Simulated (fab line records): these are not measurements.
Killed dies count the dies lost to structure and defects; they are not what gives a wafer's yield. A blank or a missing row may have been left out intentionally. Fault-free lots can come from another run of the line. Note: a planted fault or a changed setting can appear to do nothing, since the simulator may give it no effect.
What tool caused it? :: flow sky130 :: 12 lots, 36 wafers sampled, at 1 step of a route of 708

WHAT EACH GAUGE READ, for each wafer
SKY_NWELL_OVL_MEAS_23.
lot: L075
measured: day 5 15:43
on: overlay-02
NWELL_01_OVL (nm): 1.4 1.6 2.3

lot: L077
measured: day 6 02:35
on: overlay-02
NWELL_01_OVL (nm): -0.4 0.5 1.2

lot: L080
measured: day 6 20:31
on: overlay-01
NWELL_01_OVL (nm): -1.8 -1.1 1.4

lot: L081
measured: day 6 23:43
on: overlay-02
NWELL_01_OVL (nm): 0.3 0.2 0.4

lot: L083
measured: day 7 17:07
on: overlay-01
NWELL_01_OVL (nm): -3.3 -2.0 -2.9

lot: L085
measured: day 8 08:29
on: overlay-02
NWELL_01_OVL (nm): 2.2 -0.8 2.9

lot: L087
measured: day 8 15:41
on: overlay-02
NWELL_01_OVL (nm): -0.8 -1.2 -0.9

lot: L089
measured: day 9 01:10
on: overlay-02
NWELL_01_OVL (nm): 0.4 -0.7 -1.8

lot: L091
measured: day 9 14:04
on: overlay-02
NWELL_01_OVL (nm): 1.0 0.2 0.2

lot: L093
measured: day 10 04:44
on: overlay-02
NWELL_01_OVL (nm): -1.9 -1.3 -0.9

lot: L095
measured: day 10 12:43
on: overlay-01
NWELL_01_OVL (nm): -2.7 -2.3 -2.4

lot: L097
measured: day 11 04:37
on: overlay-02
NWELL_01_OVL (nm): 2.3 1.8 0.9

WHAT TOOL EACH LOT RAN ON (gives the tool, then ch and the chambers of the sampled wafers, and finally the start)
There is no process step in the record ahead of these readings.

THE ANSWER, worked out from the rows above alone
Rule: the lots themselves supply what counts as usual. The widest of any qualifying gaps counts: lots, ordered by their means at a reading, are off when they make up no more than a third of the lots, leave a main group of 4 or more, and stand apart from it by 3 or more times the standard deviation of that group's means. The tables above print the reading to a certain number of digits; a main group whose means all agree to those digits is not used. A lot without any number at a reading at which 4 lots or more have one is off too. Any other lot the step has rows for is counted as sound.
No lot is off at any reading shown: from this, nothing can be told.

WHAT WAS PUT IN BY THE SIMULATOR
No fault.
